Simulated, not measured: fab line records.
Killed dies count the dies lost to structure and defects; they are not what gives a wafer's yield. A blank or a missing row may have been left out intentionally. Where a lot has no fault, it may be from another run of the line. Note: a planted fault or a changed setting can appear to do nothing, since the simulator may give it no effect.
The tool behind it: which one? | flow gf180mcu | Sampling: 14 lots, 42 wafers, 4 of 602 route steps

## WHAT EACH GAUGE READ, for each wafer
The record holds no reading of a measuring or inspecting step that can be judged against a usual standard deviation.

## TOOL THAT RAN EACH LOT (tool first, then ch and the chambers of the sampled wafers, then the start)
lot  | GF_M4_SPUTTER_02             | GF_M5_ETCH_09                      | GF_V5_CVD_02                    | GF_V5_EXPOSE_11
L205 | pvd_sputter-03, day 22 09:23 | rie_diel-01 ch 0,1,3, day 26 05:15 | pecvd-03 ch 1,2, day 26 06:01   | krf_scanner-02 ch 0, day 26 17:07
L206 | pvd_sputter-01, day 22 19:44 | rie_diel-01 ch 2,3, day 26 14:21   | pecvd-02 ch 0,1, day 26 15:10   | krf_scanner-01 ch 0, day 27 02:27
L207 | pvd_sputter-01, day 23 10:25 | rie_diel-03 ch 0,1,2, day 27 04:48 | pecvd-03 ch 0,1, day 27 05:37   | krf_scanner-02 ch 0, day 27 16:04
L208 | pvd_sputter-04, day 23 13:46 | rie_diel-03 ch 0,2, day 27 07:33   | pecvd-02 ch 1,2, day 27 08:22   | krf_scanner-02 ch 0, day 27 19:03
L209 | pvd_sputter-04, day 24 04:41 | rie_diel-02 ch 0,2,3, day 27 21:36 | pecvd-01 ch 0,1,2, day 27 22:37 | krf_scanner-02 ch 0, day 28 09:03
L211 | pvd_sputter-01, day 24 23:22 | rie_diel-03 ch 0,1,2, day 28 13:59 | pecvd-03 ch 1,2, day 28 15:06   | krf_scanner-02 ch 0, day 29 01:41
L212 | pvd_sputter-01, day 25 04:20 | rie_diel-02 ch 0,1, day 28 17:56   | pecvd-03 ch 1,2, day 28 18:49   | krf_scanner-01 ch 0, day 29 05:02
L215 | pvd_sputter-03, day 26 02:12 | rie_diel-02 ch 1,3, day 29 14:06   | pecvd-02 ch 0,1, day 29 14:53   | krf_scanner-01 ch 0, day 30 00:38
L216 | pvd_sputter-01, day 26 05:47 | rie_diel-03 ch 0,1,3, day 29 16:06 | pecvd-03 ch 0,1, day 29 16:59   | krf_scanner-01 ch 0, day 30 02:59
L222 | pvd_sputter-01, day 28 03:17 | rie_diel-03 ch 0,2, day 31 09:54   | pecvd-02 ch 0,1,2, day 31 10:42 | krf_scanner-01, day 31 20:00
L224 | pvd_sputter-04, day 28 17:28 | rie_diel-01 ch 0,1, day 31 22:03   | pecvd-03 ch 0,1,2, day 31 22:52 | krf_scanner-02, day 32 08:26
L226 | pvd_sputter-04, day 29 05:58 | rie_diel-01 ch 0,1,2, day 32 09:50 | pecvd-01 ch 1,2, day 32 10:46   | krf_scanner-01 ch 0, day 32 19:55
L227 | pvd_sputter-03, day 29 09:01 | rie_diel-03 ch 0,3, day 32 11:12   | pecvd-02 ch 0,1, day 32 12:00   | krf_scanner-01 ch 0, day 32 21:11
L228 | pvd_sputter-04, day 29 19:11 | rie_diel-02 ch 0,1, day 32 21:36   | pecvd-03 ch 0,1,2, day 32 22:29 | krf_scanner-02 ch 0, day 33 07:57
- GF_M4_SPUTTER_02: material AlCu, target thk 450 nm, time 23.9 s.
- GF_M5_ETCH_09: etches Si3N4 in CF4/O2, target depth 52 nm, time 11.6 s.
- GF_V5_CVD_02: deposits SiO2 from TEOS, target thk 1450 nm, time 163.28 s.
- GF_V5_EXPOSE_11: exposes mask Via5, target cd 260 nm.

## AS READ BY THE TOOLS THEMSELVES (means over the sampled wafers that have a number; for cases with no such wafer, the mark the record gives instead)
GF_M4_SPUTTER_02. Usual: throttle_valve_pct reads 29.9 % (standard deviation 0.9).
lot  | tool           | throttle_valve_pct (%) | flag
L205 | pvd_sputter-03 | 29.4                   |
L206 | pvd_sputter-01 | 30.1                   |
L207 | pvd_sputter-01 | 30.2                   |
L208 | pvd_sputter-04 | 29.6                   |
L209 | pvd_sputter-04 | 29.8                   |
L211 | pvd_sputter-01 | 30.9                   |
L212 | pvd_sputter-01 | 30.3                   |
L215 | pvd_sputter-03 | 29.8                   |
L216 | pvd_sputter-01 | 30.4                   |
L222 | pvd_sputter-01 | 30.2                   |
L224 | pvd_sputter-04 | 29.7                   |
L226 | pvd_sputter-04 | 30.0                   |
L227 | pvd_sputter-03 | 29.8                   |
L228 | pvd_sputter-04 | 30.3                   |

GF_M5_ETCH_09. Usual: drypump_motor_current_A 5.6 A, standard deviation 0.46; oes_product_au 1.002 a.u., standard deviation 0.012; throttle_valve_pct 5.970 %, standard deviation 0.01.
lot  | tool        | drypump_motor_current_A (A) | oes_product_au (a.u.) | throttle_valve_pct (%) | flag
L205 | rie_diel-01 | 5.9                         | 1.007                 | 5.982                  |
L206 | rie_diel-01 | 6.5                         | 1.017                 | 5.968                  |
L207 | rie_diel-03 | 5.4                         | 1.005                 | 5.961                  |
L208 | rie_diel-03 | 5.7                         | 1.003                 | 5.970                  |
L209 | rie_diel-02 | 5.4                         | 0.978                 | 5.974                  |
L211 | rie_diel-03 | 5.5                         | 0.999                 | 5.972                  |
L212 | rie_diel-02 | 5.4                         | 1.006                 | 5.972                  |
L215 | rie_diel-02 | 5.6                         | 1.008                 | 5.972                  |
L216 | rie_diel-03 | 5.4                         | 1.006                 | 5.972                  |
L222 | rie_diel-03 | 5.7                         | 0.999                 | 5.963                  |
L224 | rie_diel-01 | 5.8                         | 1.007                 | 5.972                  |
L226 | rie_diel-01 | 6.0                         | 1.000                 | 5.967                  |
L227 | rie_diel-03 | 5.6                         | 0.998                 | 5.974                  |
L228 | rie_diel-02 | 5.4                         | 1.011                 | 5.975                  |

GF_V5_CVD_02. Usual: heater_power_w reads 652 W (standard deviation 79).
lot  | tool     | heater_power_w (W) | flag
L205 | pecvd-03 | 633                |
L206 | pecvd-02 | 655                |
L207 | pecvd-03 | 611                |
L208 | pecvd-02 | 622                |
L209 | pecvd-01 | 696                |
L211 | pecvd-03 | 594                |
L212 | pecvd-03 | 637                |
L215 | pecvd-02 | 617                |
L216 | pecvd-03 | 619                |
L222 | pecvd-02 | 668                |
L224 | pecvd-03 | 669                |
L226 | pecvd-01 | 757                |
L227 | pecvd-02 | 700                |
L228 | pecvd-03 | 664                |

GF_V5_EXPOSE_11. Usual: exposure_dose_mJ_cm2 38.00, standard deviation 0.04; focus_offset_nm 0.1 nm, standard deviation 0.48.
lot  | tool           | exposure_dose_mJ_cm2 | focus_offset_nm (nm) | flag
L205 | krf_scanner-02 | 38.01                | 0.1                  |
L206 | krf_scanner-01 | 38.05                | 0.1                  |
L207 | krf_scanner-02 | 37.95                | 0.2                  |
L208 | krf_scanner-02 | 38.05                | 0.5                  |
L209 | krf_scanner-02 | 38.07                | -0.1                 |
L211 | krf_scanner-02 | 37.99                | 0.3                  |
L212 | krf_scanner-01 | 37.97                | 0.2                  |
L215 | krf_scanner-01 | 37.98                | -0.1                 |
L216 | krf_scanner-01 | 38.02                | 0.5                  |
L222 | krf_scanner-01 | -                    | -                    | OFF
L224 | krf_scanner-02 | -                    | -                    | OFF
L226 | krf_scanner-01 | 38.00                | 0.1                  |
L227 | krf_scanner-01 | 38.04                | 0.1                  |
L228 | krf_scanner-02 | 38.06                | 0.2                  |

## THE ANSWER, worked out from the rows above alone
Rule: lot off if the mean of its wafers having a number is beyond 3 standard deviations from the usual mean. Also off: a lot with no number at a reading for which 4 or more lots have one. Where the step has rows for the other lots, those lots are counted as sound. Order of review: gauges by route order, followed by the tools' own readings, for which a lot's mean as printed above is used. The first step at which some lot is off is used, and at that step the reading that is off furthest; a lot without a number counts as furthest.
Off at GF_V5_EXPOSE_11 (exposure_dose_mJ_cm2): L222, L224. Without a number there: L222, L224.
A tool fits if, at that step or a process step before it, it ran every lot that is off, and no sound lot after the first of them. No candidate that was tried fits.

## WHAT THE SIMULATOR HAD INSERTED
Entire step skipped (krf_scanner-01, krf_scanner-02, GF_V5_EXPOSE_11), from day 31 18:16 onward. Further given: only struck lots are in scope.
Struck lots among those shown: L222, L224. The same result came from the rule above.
